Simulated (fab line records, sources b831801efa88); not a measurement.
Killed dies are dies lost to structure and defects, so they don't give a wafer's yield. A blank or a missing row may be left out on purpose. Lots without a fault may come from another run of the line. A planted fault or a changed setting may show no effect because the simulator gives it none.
A struck lot beside a sound one | flow sfq_line | 17 steps out of a route of 325
Sound: wafers L109.2, L109.4, L109.5. Struck: wafers L117.1, L117.2, L117.4. The cause comes at the end.
At each step with rows: each side's tool, then ch and its chambers, then its first start. Under that, the readings that differ: sound wafers | struck wafers | difference of the means | sigmas: that difference in standard deviations of wafers without a fault.
alike: readings whose means differ by less than 2 such deviations, and words and numbers that are the same on both sides. not compared: withheld readings, readings that some wafer has no value for, bounds like >300 that may hide the same value, and numbers for which the record gives no deviation and whose values overlap.
The two part at a step that has a row with sigmas, a row that says differs or no value, or rows on one side only. Numbers that don't overlap but have no deviation are shown without sigmas and don't part them. A reading that every wafer of one side lacks parts them only if that side has two wafers or more.

SFQ_TRILAYER_I7_VIA_STRIP_STRIP_191: strips in O2.
  sound on rie_metal-03 ch 0,1, day 69 14:14; struck on rie_metal-02 ch 0,1, day 72 08:28
  reading                     | sound       | struck      | difference | sigmas
  drypump_motor_current_A (A) | 5.1 5.1 5.3 | 6.3 5.6 6.3 | +0.9       | +2
  alike: oes_product_au
  not compared: rf_hours_counter_h
then, 8 steps without rows for these wafers: SFQ_TRILAYER_I7_VIA_STRIP_SOLV_CLEAN_192 (cleans in NMP, time 600 s); SFQ_TRILAYER_M8_LITHO_LOR_COAT_197; SFQ_TRILAYER_M8_LITHO_LOR_BAKE_198; SFQ_TRILAYER_M8_LITHO_COAT_193 (resist thk 600 nm); SFQ_TRILAYER_M8_LITHO_SOFTBAKE_199; SFQ_TRILAYER_M8_LITHO_EXPOSE_194 (exposes mask M8, target cd 2000 nm); SFQ_TRILAYER_M8_LITHO_PEB_196 (peb time 60 s); SFQ_TRILAYER_M8_LITHO_DEVELOP_195 (img clear 15 s, time 55 s).
SFQ_M8_OVL_MEAS_948:
  sound on overlay-02, day 70 12:17; struck on overlay-01, day 72 16:38
  reading     | sound | struck   | difference | sigmas
  M8_OVL (nm) | 9 7 3 | -8 -2 -6 | -12        | -2
then, 2 steps without rows for these wafers: SFQ_TRILAYER_M8_DEP_EVAP_197 (material Ti, target thk 20 nm, time 100 s); SFQ_TRILAYER_M8_DEP_EVAP_198 (material Pt, target thk 50 nm, time 250 s).
SFQ_TRILAYER_M8_DEP_EVAP_196: material Au, target thk 180 nm, time 900 s.
  sound on pvd_sputter-01, day 70 12:32; struck on pvd_sputter-01, day 72 16:53
  reading                                          | sound             | struck            | difference | sigmas
  model.Au_of_TRILAYER_M8_DEP_EVAP_196.thk_nm (nm) | 178.2 178.3 178.2 | 225.1 225.8 223.9 | +46.7      |
SFQ_M8_RS_MEAS_949: measures by four-point-probe.
  sound on film_metro-01, day 70 13:05; struck on film_metro-04, day 72 17:25
  reading           | sound                | struck               | difference | sigmas
  M8_AU_RS (ohm/sq) | 0.1556 0.1549 0.1554 | 0.1227 0.1221 0.1232 | -0.0326    | -16
SFQ_M8_THK_MEAS_950: measures by xrf.
  sound on film_metro-01, day 70 13:11; struck on film_metro-04, day 72 17:32
  reading        | sound             | struck            | difference | sigmas
  M8_AU_THK (nm) | 174.2 174.6 174.1 | 222.0 222.4 220.6 | +47.4      | +21
then, 1 step without rows for these wafers: SFQ_TRILAYER_M8_LIFTOFF_LIFTOFF_197 (chemistry NMP, time 600 s).
SFQ_M8_BOW_MEAS_951:
  sound on film_metro-04, day 70 13:26; struck on film_metro-02, day 72 17:46
  reading                 | sound                | struck              | difference | sigmas
  model.etest.i7.link_ohm | 1.042 1.032 1.04     | 1.015 1.001 1.004   | -0.031     |
  model.etest.m8.ohm_sq   | 0.1554 0.1553 0.1554 | 0.123 0.1226 0.1237 | -0.032     |
  alike: M8_BOW

WHERE THEY PART
First at SFQ_TRILAYER_I7_VIA_STRIP_STRIP_191; last, within this record, at SFQ_M8_THK_MEAS_950. Later steps at which nothing parts them and some readings are alike: SFQ_M8_BOW_MEAS_951.

WHY: what the simulator had put in
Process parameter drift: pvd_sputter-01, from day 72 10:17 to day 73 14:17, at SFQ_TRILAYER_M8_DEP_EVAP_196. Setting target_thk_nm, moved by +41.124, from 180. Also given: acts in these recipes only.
